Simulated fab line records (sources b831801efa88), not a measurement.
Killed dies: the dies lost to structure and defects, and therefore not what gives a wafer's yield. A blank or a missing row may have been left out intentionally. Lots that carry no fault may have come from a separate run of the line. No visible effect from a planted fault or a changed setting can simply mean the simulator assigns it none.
Problem report, 8D (eight disciplines) form, completed by code / flow sky130 / the parts of the form that need people (team, actions taken, sign-off) are left out

1. WHAT IS WRONG
Wafers without a fault read 494.9 W, standard deviation 1.7; rf-fwd-power-W at SKY_METAL1_ETCH_18 reads a mean of 415.0 W on 6 wafers belonging to 2 lots. Measured from the usual mean, that is -47 standard deviations.
The step: etches BARC in N2/H2, stops on SiO2, time 45.9 s, target depth 60 nm.
First seen on wafer L645.1, day 36 17:14, on rie-metal-01. At this step, 36 wafers from 12 lots have a number in the record. Rule for "out", or "out of limits": more than 4 standard deviations from the usual mean. The other wafers with a number count as sound.

2. WHAT THIS IS AND IS NOT
question=which readings at this step | is=rf-fwd-power-W | is not=drypump-motor-current-A, he-backside-leak-sccm, oes-product-au
question=which lots | is=L645, L648 | is not=L632, L636, L637, L639, L640, L641, L642, L649, L653, L654
question=which wafers of those lots | is=all that have a number | is not=-
question=read on which tools | is=rie-metal-01 | is not=rie-metal-03, rie-metal-04
question=when | is=from day 36 17:14 | is not=up to then (21 sound wafers); but 9 sound wafers of L649, L653, L654 came after

3. THE SUSPECTS, EACH WITH WHAT RULES IT OUT
Counting: a tool at any process step up to the reading remains a suspect when it ran all the lots that are out and ran no sound lot after the first of those.
- cmp-01 at SKY_CONTACT_CMP_04 (polishes SiO2): ruled out as a lasting fault. The sound lots L654 went through it after L645, its earliest lot that is out (day 34 10:15).
- cvd-w-01 at SKY_CONTACT_CVD_24 (deposits W, target thk 340 nm, time 102.12 s): ruled out as a lasting fault. The sound lots L649, L653 went through it after L645, its earliest lot that is out (day 35 14:24).
- rie-metal-01 at SKY_METAL1_ETCH_18 (etches BARC in N2/H2, stops on SiO2, time 45.9 s, target depth 60 nm): kept. All lots that are out passed through it, beginning with L645 at day 36 17:14, and no sound lot followed; its final sound lot before that point was L642 at day 35 17:06. Its own rf-fwd-power-W readings are out on those wafers.
The count leaves rie-metal-01 at SKY_METAL1_ETCH_18.

4. THE CAUSE (what the simulator had put in)
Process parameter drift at SKY_METAL1_ETCH_18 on rie-metal-01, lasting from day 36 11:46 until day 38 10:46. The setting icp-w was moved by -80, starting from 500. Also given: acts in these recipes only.
After counting, this tool was the only one left.

5. SEQUENCE OF EFFECTS, ordered by route
Each row: a reading where the mean over the struck wafers with a number is more than 3 standard deviations away from the usual. Readings are gone through only where the record gives a usual standard deviation; hours: the median, over the lots, of the time from a lot's start at the first step in this table giving one to that lot's start at this step; sigmas: the change measured in usual standard deviations.
hours=0; step=SKY_METAL1_ETCH_18; reading=rf-fwd-power-W; usual=494.9 W; on struck wafers=415.0; change=-79.9; sigmas=-47
It contains these process steps:
- SKY_METAL1_ETCH_18: etches BARC in N2/H2, stops on SiO2, time 45.9 s, target depth 60 nm.

6. WHAT WOULD HAVE CAUGHT IT SOONER
First out-of-limits reading in this record: day 36 17:14, which is 5 hours after fault onset at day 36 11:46.
